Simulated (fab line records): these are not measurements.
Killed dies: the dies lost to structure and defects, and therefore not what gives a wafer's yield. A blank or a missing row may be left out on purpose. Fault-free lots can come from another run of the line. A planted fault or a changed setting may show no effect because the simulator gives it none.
Matching of chambers || flow sky130 || rie_si-01 running SKY_POLY_GATE_ETCH_17: 4 sister chambers
The step etches poly-Si in HBr/Cl2, stops on SiO2, target depth 180 nm, time 70.5 s. 8 wafers are shown with their chamber, then 12 later ones without.

EACH WAFER AND ITS CHAMBER
{"wafer": "L080.2", "chamber": 1, "drypump_motor_current_A (A)": 5.9, "oes_product_au (a.u.)": 0.974}
{"wafer": "L085.1", "chamber": 1, "drypump_motor_current_A (A)": 5.9, "oes_product_au (a.u.)": 0.996}
{"wafer": "L085.5", "chamber": 2, "drypump_motor_current_A (A)": 5.5, "oes_product_au (a.u.)": 0.982}
{"wafer": "L085.6", "chamber": 3, "drypump_motor_current_A (A)": 4.9, "oes_product_au (a.u.)": 1.002}
{"wafer": "L087.2", "chamber": 3, "drypump_motor_current_A (A)": 4.8, "oes_product_au (a.u.)": 0.972}
{"wafer": "L090.1", "chamber": 0, "drypump_motor_current_A (A)": 5.7, "oes_product_au (a.u.)": 0.978}
{"wafer": "L090.2", "chamber": 2, "drypump_motor_current_A (A)": 5.4, "oes_product_au (a.u.)": 0.976}
{"wafer": "L090.6", "chamber": 0, "drypump_motor_current_A (A)": 5.7, "oes_product_au (a.u.)": 0.972}

WAFERS WITH NO CHAMBER GIVEN
{"wafer": "L091.1", "drypump_motor_current_A (A)": 5.9, "oes_product_au (a.u.)": 0.985}
{"wafer": "L091.4", "drypump_motor_current_A (A)": 5.7, "oes_product_au (a.u.)": 0.978}
{"wafer": "L091.5", "drypump_motor_current_A (A)": 4.8, "oes_product_au (a.u.)": 0.985}
{"wafer": "L093.2", "drypump_motor_current_A (A)": 4.8, "oes_product_au (a.u.)": 0.999}
{"wafer": "L093.4", "drypump_motor_current_A (A)": 5.7, "oes_product_au (a.u.)": 0.976}
{"wafer": "L093.6", "drypump_motor_current_A (A)": 5.7, "oes_product_au (a.u.)": 0.981}
{"wafer": "L095.1", "drypump_motor_current_A (A)": 5.8, "oes_product_au (a.u.)": 0.969}
{"wafer": "L095.4", "drypump_motor_current_A (A)": 5.7, "oes_product_au (a.u.)": 0.986}
{"wafer": "L095.5", "drypump_motor_current_A (A)": 5.9, "oes_product_au (a.u.)": 1.007}
{"wafer": "L097.4", "drypump_motor_current_A (A)": 5.9, "oes_product_au (a.u.)": 0.988}
{"wafer": "L097.5", "drypump_motor_current_A (A)": 4.8, "oes_product_au (a.u.)": 0.997}
{"wafer": "L097.6", "drypump_motor_current_A (A)": 5.8, "oes_product_au (a.u.)": 0.979}

THE CHAMBER EACH PASSED THROUGH
{"wafer": "L091.1", "from the rows above": 1, "in truth": 1}
{"wafer": "L091.4", "from the rows above": 0, "in truth": 0}
{"wafer": "L091.5", "from the rows above": 3, "in truth": 3}
{"wafer": "L093.2", "from the rows above": 3, "in truth": 3}
{"wafer": "L093.4", "from the rows above": 0, "in truth": 0}
{"wafer": "L093.6", "from the rows above": 0, "in truth": 0}
{"wafer": "L095.1", "from the rows above": "can't be placed: 0 or 1", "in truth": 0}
{"wafer": "L095.4", "from the rows above": 0, "in truth": 0}
{"wafer": "L095.5", "from the rows above": 1, "in truth": 1}
{"wafer": "L097.4", "from the rows above": 1, "in truth": 1}
{"wafer": "L097.5", "from the rows above": 3, "in truth": 3}
{"wafer": "L097.6", "from the rows above": "can't be placed: 0 or 1", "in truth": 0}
Correct placement for 10 of the 12. Can't be placed from these rows: 2 (the true chamber is among the candidates in 2). Number placed wrongly: 0.
How it was worked out, from the rows above alone: a wafer's distance from a chamber is the root of the sum, over the readings, of the square of ((its reading less the chamber's mean) divided by the reading's scatter). If the next closest chamber is less than 2 further off than the closest, the wafer can't be placed; otherwise it belongs to the closest. The mean given for a chamber averages the wafers shown for that chamber. How the scatter is found: for the shown wafers, subtract from each reading the mean of its chamber, square and add these, divide the total by (wafers less chambers), then take the root.
